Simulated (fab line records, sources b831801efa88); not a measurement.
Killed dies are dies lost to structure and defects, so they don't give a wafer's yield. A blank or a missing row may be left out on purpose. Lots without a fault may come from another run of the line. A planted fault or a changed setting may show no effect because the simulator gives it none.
Chamber matching | flow gf180mcu | GF_PASSIVATION_CVD_00 on pecvd-02: 3 sister chambers
The step deposits SiO2 from TEOS, target thk 1000 nm, time 111.95 s. 3 wafers are shown with their chamber, then 7 later ones without.

WAFERS WITH THEIR CHAMBER
wafer  | chamber | heater_power_w (W)
L766.4 | 0       | 549
L768.2 | 1       | 501
L768.5 | 2       | 757

WAFERS WITHOUT THEIR CHAMBER
wafer  | heater_power_w (W)
L768.6 | 551
L769.1 | 707
L769.2 | 515
L769.5 | 581
L772.1 | 731
L772.3 | 443
L772.6 | 759

WHICH CHAMBER EACH WENT THROUGH
wafer  | from the rows above     | in truth
L768.6 | can't be placed: 0 or 1 | 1
L769.1 | 2                       | 2
L769.2 | can't be placed: 1 or 0 | 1
L769.5 | can't be placed: 0 or 1 | 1
L772.1 | 2                       | 2
L772.3 | can't be placed: 1 or 0 | 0
L772.6 | 2                       | 2
Placed correctly: 3 of 7. Can't be placed from these rows: 4 (the true chamber is among the candidates in 4). Placed wrongly: 0.
How it was worked out, from the rows above alone: a wafer's distance from a chamber is the root of the sum, over the readings, of the square of ((its reading less the chamber's mean) divided by the reading's scatter). The wafer belongs to the nearest chamber; if the next one is less than 2 further off, it can't be placed. A chamber's mean is the mean of its shown wafers. The scatter: with one shown wafer a chamber, the root of the mean of the squares of how far each hidden wafer lies from its nearest shown one.
